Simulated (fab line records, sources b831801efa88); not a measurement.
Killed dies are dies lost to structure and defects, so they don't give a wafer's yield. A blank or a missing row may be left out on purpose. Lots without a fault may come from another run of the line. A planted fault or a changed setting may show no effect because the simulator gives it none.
Which tool did it? | flow gf180mcu | 7 lots, 21 wafers sampled, at 2 steps of a route of 602

WHAT THE GAUGES READ, wafer by wafer
GF_V5_THK_MEAS_03.
lot  | measured     | on            | V5_CVD_02_THK (nm)
L793 | day 26 15:17 | film_metro-02 | 1418 1437 1463
L795 | day 27 12:48 | film_metro-04 | 1467 1469 1475
L797 | day 28 02:49 | film_metro-03 | 1453 1441 1423
L801 | day 29 14:00 | film_metro-02 | 1465 1477 1479
L809 | day 31 10:58 | film_metro-04 | 1418 1467 1446
L812 | day 32 07:18 | film_metro-04 | 1469 1498 1476
L815 | day 32 22:04 | film_metro-02 | 1437 1457 1463

WHICH TOOL RAN EACH LOT (tool, then ch and the chambers of the sampled wafers, then the start)
lot  | GF_POLY_GATE_CVD_00
L793 | lpcvd-01 ch 0, day 8 18:08
L795 | lpcvd-01 ch 1, day 9 11:04
L797 | lpcvd-01 ch 1, day 9 23:24
L801 | lpcvd-01 ch 1, day 11 06:38
L809 | lpcvd-02 ch 0, day 13 09:36
L812 | lpcvd-02 ch 1, day 14 09:18
L815 | lpcvd-01 ch 1, day 15 02:51
- GF_POLY_GATE_CVD_00: deposits poly-Si, target thk 200 nm, time 1200 s.

THE ANSWER, worked out from the rows above alone
Rule: what is usual is taken from the lots themselves. Put in order of their means at a reading, lots are off if they are a third of the lots or fewer, leave a main group of 4 or more, and stand apart from it by a gap of 3 or more times the standard deviation of the main group's means; of several such gaps the widest counts. A main group whose means are all the same, to the digits that the tables above print for the reading, isn't used. A lot without any number at a reading at which 4 lots or more have one is off too. The other lots that the step has rows for count as sound.
No lot is off at any reading shown: from this, nothing can be told.

WHAT THE SIMULATOR HAD PUT IN
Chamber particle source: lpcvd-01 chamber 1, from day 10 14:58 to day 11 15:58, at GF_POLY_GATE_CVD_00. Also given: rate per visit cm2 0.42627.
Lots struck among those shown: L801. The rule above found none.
